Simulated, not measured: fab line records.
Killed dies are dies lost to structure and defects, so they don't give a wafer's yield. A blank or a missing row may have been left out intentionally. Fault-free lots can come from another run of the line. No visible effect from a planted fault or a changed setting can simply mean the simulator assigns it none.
Chamber matching + flow sky130 + SKY_VIA1_ETCH_15 on rie-diel-03: 4 sister chambers
The step etches SiO2 in C4F8/O2/Ar, stops on TiN, target depth 351 nm, time 54 s. 20 wafers are shown with their chamber, then 10 later ones without.

== WAFERS, EACH WITH ITS CHAMBER ==
| wafer  | chamber | oes-product-au (a.u.) |
|--------|---------|-----------------------|
| L074.1 | 0       | 0.971                 |
| L074.2 | 2       | 0.967                 |
| L074.3 | 3       | 0.979                 |
| L077.1 | 3       | 0.980                 |
| L077.4 | 1       | 0.983                 |
| L077.5 | 0       | 0.984                 |
| L080.1 | 3       | 0.982                 |
| L080.2 | 2       | 0.972                 |
| L080.4 | 1       | 0.985                 |
| L084.2 | 3       | 0.978                 |
| L084.3 | 0       | 0.976                 |
| L084.4 | 0       | 0.976                 |
| L085.2 | 0       | 0.971                 |
| L085.3 | 3       | 0.986                 |
| L085.5 | 1       | 0.971                 |
| L086.1 | 2       | 0.963                 |
| L086.3 | 3       | 0.972                 |
| L086.6 | 1       | 0.976                 |
| L087.1 | 3       | 0.977                 |
| L087.4 | 0       | 0.991                 |

SIGNATURES, as means of the wafers listed above
| reading        | chamber 0 | chamber 1 | chamber 2 | chamber 3 | scatter within a chamber |
|----------------|-----------|-----------|-----------|-----------|--------------------------|
| oes-product-au | 0.97817   | 0.97875   | 0.96733   | 0.97914   | 0.00607                  |
Rule: for a wafer and a chamber, the distance is found by dividing, reading by reading, the gap between the wafer's reading and the chamber's mean by the reading's scatter, squaring, summing and taking the root. If the next closest chamber is less than 2 further off than the closest, the wafer can't be placed; otherwise it belongs to the closest. How the scatter is found: for the shown wafers, subtract from each reading the mean of its chamber, square and add these, divide the total by (wafers less chambers), then take the root.

== WAFERS WHOSE CHAMBER IS MISSING ==
| wafer  | oes-product-au (a.u.) |
|--------|-----------------------|
| L087.5 | 0.979                 |
| L089.4 | 0.975                 |
| L089.5 | 0.979                 |
| L089.6 | 0.979                 |
| L094.2 | 0.974                 |
| L094.4 | 0.969                 |
| L094.5 | 0.955                 |
| L096.2 | 0.987                 |
| L096.3 | 0.979                 |
| L096.4 | 0.983                 |

== CHAMBER TAKEN BY EACH ==
| wafer  | from the rows above               | in truth |
|--------|-----------------------------------|----------|
| L087.5 | can't be placed: 3 or 1 or 0 or 2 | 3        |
| L089.4 | can't be placed: 0 or 1 or 3 or 2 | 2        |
| L089.5 | can't be placed: 3 or 1 or 0 or 2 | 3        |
| L089.6 | can't be placed: 3 or 1 or 0 or 2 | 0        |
| L094.2 | can't be placed: 0 or 1 or 3 or 2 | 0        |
| L094.4 | can't be placed: 2 or 0 or 1 or 3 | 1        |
| L094.5 | can't be placed: 2 or 0 or 1 or 3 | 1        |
| L096.2 | can't be placed: 3 or 1 or 0 or 2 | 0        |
| L096.3 | can't be placed: 3 or 1 or 0 or 2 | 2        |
| L096.4 | can't be placed: 3 or 1 or 0 or 2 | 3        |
Correctly placed: 0 of 10. From these rows, 10 cannot be placed; in 10 the true chamber is one of the candidates. Number placed wrongly: 0.
